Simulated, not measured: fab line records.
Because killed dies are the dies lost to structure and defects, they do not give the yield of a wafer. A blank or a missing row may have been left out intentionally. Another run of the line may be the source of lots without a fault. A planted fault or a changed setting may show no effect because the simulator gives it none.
Struck lot and sound lot, side by side -- flow gf180mcu -- 20 steps out of a route of 602
Sound: the wafers L954.1, L954.3, L954.4. Struck: wafers L948.1, L948.2. (L948.6 of the same lot was not struck and is left out.) The cause comes at the end.
At each step with rows: each side's tool, then ch and its chambers, then its first start. Under that, the readings that differ: sound wafers -- struck wafers -- difference of the means -- sigmas: that difference in standard deviations of wafers without a fault.
alike: a reading whose means differ by less than 2 such deviations, as well as words and numbers matching on both sides. not compared: withheld readings; readings where some wafer has no value; bounds like >300 that might hide an equal value; numbers whose values overlap and for which the record gives no deviation.
Wherever a step has rows on one side only, a row that says differs or no value, or a row with sigmas, the two part there. Numbers that have no deviation but don't overlap get no sigmas and don't part them. A reading missing from all wafers of one side parts the sides only when that side holds two or more wafers.

first, 1 step without rows for these wafers: GF_V4_CVD_00 (deposits SiO2, target thk 600 nm, time 100 s).
GF_V4_THK_MEAS_01:
  sound: film_metro-02 at day 29 20:07; struck: film_metro-03 at day 28 04:26
  alike: V4_CVD_00_THK
GF_V4_CVD_02: deposits SiO2 from TEOS, target thk 850 nm, time 94.851 s.
  sound on pecvd-02 ch 0,1,2, day 29 20:11; struck on pecvd-01 ch 0,1, day 28 04:29
  alike: heater_power_w
GF_V4_THK_MEAS_03:
  sound: film_metro-01 at day 29 20:15; struck: film_metro-02 at day 28 04:34
  alike: V4_CVD_02_THK
GF_V4_CMP_04: polishes SiO2.
  sound on cmp-01 ch 0,1,3, day 29 20:19; struck on cmp-02 ch 2,3, day 28 04:40
reading,sound,struck,difference,sigmas
motor_current_A (A),10.0 11.2 10.9,13.3 13.3,+2.6,+2
  alike: slurry_filter_dp_kPa, time_to_endpoint_s
GF_V4_BOW_MEAS_05:
  sound: film_metro-01 at day 29 20:37; struck: film_metro-03 at day 28 04:55
  alike: V4_BOW
then, 6 steps without rows for these wafers: GF_V4_DEHYDRATE_06 (time 60 s); GF_V4_HMDS_07 (prime time 60 s); GF_V4_COAT_08; GF_V4_COAT_09 (resist thk 1000 nm); GF_V4_SOFTBAKE_10 (time 60 s); GF_V4_EXPOSE_11 (exposes mask Via4, target cd 260 nm).
GF_V4_PEB_12: peb time 90 s.
  sound on litho_track-04 ch 0, day 30 14:53; struck on litho_track-01 ch 0, day 29 00:02
reading,sound,struck,difference,sigmas
heater_power_total_W (W),85.65 85.79 85.61,97.24 97.27,+11.57,+99 or more
then, 1 step without rows for these wafers: GF_V4_DEVELOP_13 (develop time 60 s).
GF_V4_CD_MEAS_14: the cd target is 260 nm.
  sound: cd_sem-01 at day 30 15:14; struck: cd_sem-01 at day 29 00:23
reading,sound,struck,difference,sigmas
cd_nm (nm),258.4 258.0 258.1,250.8 250.2,-7.7,-5
GF_V4_OVL_MEAS_15:
  sound: overlay-02 at day 30 15:21; struck: overlay-01 at day 29 00:31
  alike: V4_OVL
GF_V4_ETCH_16: etches BARC in N2/H2.
  sound on rie_diel-01 ch 0,1,2, day 30 15:23; struck on rie_diel-01 ch 1,2, day 29 00:33
reading,sound,struck,difference,sigmas
model.V4.cd_nm (nm),258.8 258.8 258.9,250.9 250.3,-8.2,
  alike: drypump_motor_current_A, oes_product_au, throttle_valve_pct
GF_V4_ETCH_17: etches SiO2 in C4F8/O2/Ar, stops on TiN, target depth 630 nm.
  sound on rie_diel-01 ch 0,1,2; struck on rie_diel-01 ch 1,2
reading,sound,struck,difference,sigmas
model.V4.cd_nm (nm),258.9 259.6 258.4,250.4 250.8,-8.4,
  alike: oes_product_au
GF_V4_STRIP_18: strips in O2/N2.
  sound on plasma_asher-01 ch 0,1, day 30 15:31; struck on plasma_asher-03 ch 0,1, day 29 00:40
  alike: drypump_motor_current_A, heater_power_w, oes_product_au
  not compared: rf_hours_counter_h
-- the record jumps here: 4 days lie between the struck wafers' starts before and after (it left off in module V4 and takes up again in module PASSIVATION, whose first step shown is number 602 of the route) --
GF_PASSIVATION_PROBE_99:
  the record has rows for the struck wafers here (prober-01, day 33 03:06) and none for the sound ones

== WHERE THEY PART ==
At GF_V4_CMP_04 first; at GF_PASSIVATION_PROBE_99 last (within this record only).

WHY: the cause the simulator had injected
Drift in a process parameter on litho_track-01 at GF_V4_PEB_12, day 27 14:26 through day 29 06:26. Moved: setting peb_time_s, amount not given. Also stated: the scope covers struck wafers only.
